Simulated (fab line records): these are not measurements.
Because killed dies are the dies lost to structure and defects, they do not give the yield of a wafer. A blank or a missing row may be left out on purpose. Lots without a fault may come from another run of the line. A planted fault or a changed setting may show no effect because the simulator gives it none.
What tool caused it? / flow sky130 / 15 lots with 45 wafers sampled at 5 steps, on a route of 708 steps

WHAT EACH GAUGE READ, for each wafer
SKY_FIELD_ISO_CD_MEAS_13: the cd target is 150 nm.
lot=L903; measured=day 2 15:26; on=cd sem-02; cd nm (nm)=150.3 148.9 149.3
lot=L904; measured=day 2 20:04; on=cd sem-01; cd nm (nm)=148.2 150.4 148.9
lot=L905; measured=day 3 01:48; on=cd sem-01; cd nm (nm)=149.7 149.5 149.9
lot=L907; measured=day 3 12:46; on=cd sem-01; cd nm (nm)=148.2 148.2 147.9
lot=L908; measured=day 3 17:34; on=cd sem-01; cd nm (nm)=147.4 147.1 148.9
lot=L909; measured=day 4 00:36; on=cd sem-01; cd nm (nm)=151.1 150.7 151.6
lot=L910; measured=day 4 06:56; on=cd sem-01; cd nm (nm)=148.4 148.0 146.8
lot=L911; measured=day 4 12:54; on=cd sem-02; cd nm (nm)=150.5 151.3 152.1
lot=L912; measured=day 4 17:57; on=cd sem-02; cd nm (nm)=149.6 150.4 149.3
lot=L915; measured=day 5 05:47; on=cd sem-01; cd nm (nm)=149.5 149.6 149.5
lot=L916; measured=day 5 09:48; on=cd sem-02; cd nm (nm)=149.8 150.8 150.4
lot=L918; measured=day 5 22:53; on=cd sem-02; cd nm (nm)=149.0 149.3 148.1
lot=L919; measured=day 6 02:53; on=cd sem-02; cd nm (nm)=149.7 151.0 151.2
lot=L920; measured=day 6 09:14; on=cd sem-02; cd nm (nm)=148.8 148.7 150.3
lot=L924; measured=day 7 06:22; on=cd sem-01; cd nm (nm)=150.7 150.1 149.2

SKY_FIELD_ISO_THK_MEAS_25.
lot=L903; measured=day 2 17:25; on=film metro-02; FIELD_ISO_CVD_24_THK (nm)=594 603 596
lot=L904; measured=day 2 22:02; on=film metro-02; FIELD_ISO_CVD_24_THK (nm)=606 607 599
lot=L905; measured=day 3 07:26; on=film metro-02; FIELD_ISO_CVD_24_THK (nm)=598 599 596
lot=L907; measured=day 3 15:55; on=film metro-04; FIELD_ISO_CVD_24_THK (nm)=596 606 585
lot=L908; measured=day 4 00:15; on=film metro-04; FIELD_ISO_CVD_24_THK (nm)=585 592 592
lot=L909; measured=day 4 03:14; on=film metro-04; FIELD_ISO_CVD_24_THK (nm)=590 590 591
lot=L910; measured=day 4 08:54; on=film metro-04; FIELD_ISO_CVD_24_THK (nm)=599 598 601
lot=L911; measured=day 4 15:56; on=film metro-02; FIELD_ISO_CVD_24_THK (nm)=602 593 604
lot=L912; measured=day 4 20:31; on=film metro-02; FIELD_ISO_CVD_24_THK (nm)=600 594 597
lot=L915; measured=day 5 08:20; on=film metro-03; FIELD_ISO_CVD_24_THK (nm)=595 596 596
lot=L916; measured=day 5 12:42; on=film metro-04; FIELD_ISO_CVD_24_THK (nm)=592 587 606
lot=L918; measured=day 6 01:20; on=film metro-02; FIELD_ISO_CVD_24_THK (nm)=595 591 591
lot=L919; measured=day 6 05:06; on=film metro-03; FIELD_ISO_CVD_24_THK (nm)=600 603 599
lot=L920; measured=day 6 11:24; on=film metro-04; FIELD_ISO_CVD_24_THK (nm)=593 592 593
lot=L924; measured=day 7 09:02; on=film metro-04; FIELD_ISO_CVD_24_THK (nm)=597 595 596

SKY_DNWELL_TW_MEAS_09.
lot=L903; measured=day 3 13:22; on=film metro-02; DNWELL_TW=1127 1127 1129
lot=L904; measured=day 3 19:19; on=film metro-01; DNWELL_TW=1103 1109 1110
lot=L905; measured=day 4 12:26; on=film metro-02; DNWELL_TW=1125 1127 1127
lot=L907; measured=day 4 19:14; on=film metro-01; DNWELL_TW=30 29 30
lot=L908; measured=day 5 01:20; on=film metro-02; DNWELL_TW=30 30 30
lot=L909; measured=day 5 02:32; on=film metro-02; DNWELL_TW=30 30 30
lot=L910; measured=day 5 06:48; on=film metro-02; DNWELL_TW=1111 1115 1115
lot=L911; measured=day 5 15:08; on=film metro-02; DNWELL_TW=1124 1120 1122
lot=L912; measured=day 5 21:20; on=film metro-01; DNWELL_TW=1103 1098 1106
lot=L915; measured=day 6 08:51; on=film metro-01; DNWELL_TW=1097 1100 1105
lot=L916; measured=day 6 11:46; on=film metro-01; DNWELL_TW=1096 1098 1094
lot=L918; measured=day 7 01:50; on=film metro-01; DNWELL_TW=1089 1092 1091
lot=L919; measured=day 7 06:50; on=film metro-02; DNWELL_TW=1129 1121 1117
lot=L920; measured=day 7 12:52; on=film metro-02; DNWELL_TW=1121 1120 1116
lot=L924; measured=day 8 10:08; on=film metro-02; DNWELL_TW=1119 1130 1131

SKY_PWDE_OVL_MEAS_07.
lot=L903; measured=day 4 04:38; on=overlay-02; PWDE_OVL (nm)=-1.2 1.2 1.5
lot=L904; measured=day 4 11:50; on=overlay-01; PWDE_OVL (nm)=2.3 2.2 1.4
lot=L905; measured=day 5 06:28; on=overlay-02; PWDE_OVL (nm)=-0.1 0.7 1.5
lot=L907; measured=day 5 12:23; on=overlay-02; PWDE_OVL (nm)=-2.0 -0.5 -0.9
lot=L908; measured=day 5 19:21; on=overlay-01; PWDE_OVL (nm)=-1.1 0.3 1.1
lot=L909; measured=day 5 20:03; on=overlay-02; PWDE_OVL (nm)=-2.7 -3.0 -1.4
lot=L910; measured=day 6 01:55; on=overlay-01; PWDE_OVL (nm)=-1.7 -0.1 0.5
lot=L911; measured=day 6 10:02; on=overlay-02; PWDE_OVL (nm)=0.1 -3.2 -1.3
lot=L912; measured=day 6 16:40; on=overlay-01; PWDE_OVL (nm)=-4.3 -1.7 -2.0
lot=L915; measured=day 7 04:09; on=overlay-02; PWDE_OVL (nm)=-1.5 -0.6 -2.4
lot=L916; measured=day 7 07:32; on=overlay-01; PWDE_OVL (nm)=-0.5 2.6 -1.1
lot=L918; measured=day 7 21:54; on=overlay-02; PWDE_OVL (nm)=-1.4 -0.6 -2.4
lot=L919; measured=day 8 02:55; on=overlay-02; PWDE_OVL (nm)=-1.9 -2.6 -2.6
lot=L920; measured=day 8 09:32; on=overlay-01; PWDE_OVL (nm)=1.7 0.9 1.2
lot=L924; measured=day 9 07:33; on=overlay-02; PWDE_OVL (nm)=0.4 1.5 1.0

WHICH TOOL RAN EACH LOT (tool, then ch and the chambers of the sampled wafers, then the start)
lot=L903; SKY_DNWELL_DEVELOP_06=litho track-03 ch 0, day 3 12:00
lot=L904; SKY_DNWELL_DEVELOP_06=litho track-03 ch 0, day 3 18:00
lot=L905; SKY_DNWELL_DEVELOP_06=litho track-04 ch 0, day 4 12:00
lot=L907; SKY_DNWELL_DEVELOP_06=litho track-02, day 4 18:00
lot=L908; SKY_DNWELL_DEVELOP_06=litho track-02, day 5 00:00
lot=L909; SKY_DNWELL_DEVELOP_06=litho track-04, day 5 02:00
lot=L910; SKY_DNWELL_DEVELOP_06=litho track-04 ch 0, day 5 06:00
lot=L911; SKY_DNWELL_DEVELOP_06=litho track-04 ch 0, day 5 14:00
lot=L912; SKY_DNWELL_DEVELOP_06=litho track-04 ch 0, day 5 20:00
lot=L915; SKY_DNWELL_DEVELOP_06=litho track-04 ch 0, day 6 08:00
lot=L916; SKY_DNWELL_DEVELOP_06=litho track-02 ch 0, day 6 11:00
lot=L918; SKY_DNWELL_DEVELOP_06=litho track-04 ch 0, day 7 01:00
lot=L919; SKY_DNWELL_DEVELOP_06=litho track-04 ch 0, day 7 06:00
lot=L920; SKY_DNWELL_DEVELOP_06=litho track-03 ch 0, day 7 12:00
lot=L924; SKY_DNWELL_DEVELOP_06=litho track-04 ch 0, day 8 09:00
- SKY_DNWELL_DEVELOP_06: develop time 60 s.

WHAT THE TOOLS THEMSELVES READ (means of the sampled wafers that have a number; where no wafer has one, the mark that the record gives instead)
SKY_DNWELL_DEVELOP_06.
lot=L903; tool=litho track-03; chill plate temp C (C)=23.00
lot=L904; tool=litho track-03; chill plate temp C (C)=22.99
lot=L905; tool=litho track-04; chill plate temp C (C)=23.07
lot=L907; tool=litho track-02; chill plate temp C (C)=-
lot=L908; tool=litho track-02; chill plate temp C (C)=-
lot=L909; tool=litho track-04; chill plate temp C (C)=-
lot=L910; tool=litho track-04; chill plate temp C (C)=22.87
lot=L911; tool=litho track-04; chill plate temp C (C)=23.14
lot=L912; tool=litho track-04; chill plate temp C (C)=23.04
lot=L915; tool=litho track-04; chill plate temp C (C)=22.97
lot=L916; tool=litho track-02; chill plate temp C (C)=22.79
lot=L918; tool=litho track-04; chill plate temp C (C)=23.01
lot=L919; tool=litho track-04; chill plate temp C (C)=23.09
lot=L920; tool=litho track-03; chill plate temp C (C)=23.03
lot=L924; tool=litho track-04; chill plate temp C (C)=22.90

THE ANSWER, worked out from the rows above alone
Rule: what is usual is taken from the lots themselves. The widest of any qualifying gaps counts: lots, ordered by their means at a reading, are off when they make up no more than a third of the lots, leave a main group of 4 or more, and stand apart from it by 3 or more times the standard deviation of that group's means. Not used: any main group whose means are identical at the precision the tables above print for the reading. Also off: a lot with no number at a reading for which 4 or more lots have one. Where the step has rows for the other lots, those lots are counted as sound. After the gauges, taken in route order, come the tools' own readings; for these a lot's mean is taken, as printed above. The first step at which some lot is off is used, and at that step the reading that is off furthest; a lot without a number counts as furthest.
Off: at SKY_DNWELL_TW_MEAS_09 (DNWELL_TW), L907, L908, L909. The main group has a mean of 1113 with a standard deviation of 12.
If a tool, at a process step before that reading, ran all the lots that are off and no sound lot after the first of them, it fits. The gauges at SKY_DNWELL_TW_MEAS_09 aren't tried: what is off there is off at SKY_DNWELL_DEVELOP_06 too, on other tools, and a gauge's error can't cause that. No candidate that was tried fits.

WHAT THE SIMULATOR HAD PUT IN
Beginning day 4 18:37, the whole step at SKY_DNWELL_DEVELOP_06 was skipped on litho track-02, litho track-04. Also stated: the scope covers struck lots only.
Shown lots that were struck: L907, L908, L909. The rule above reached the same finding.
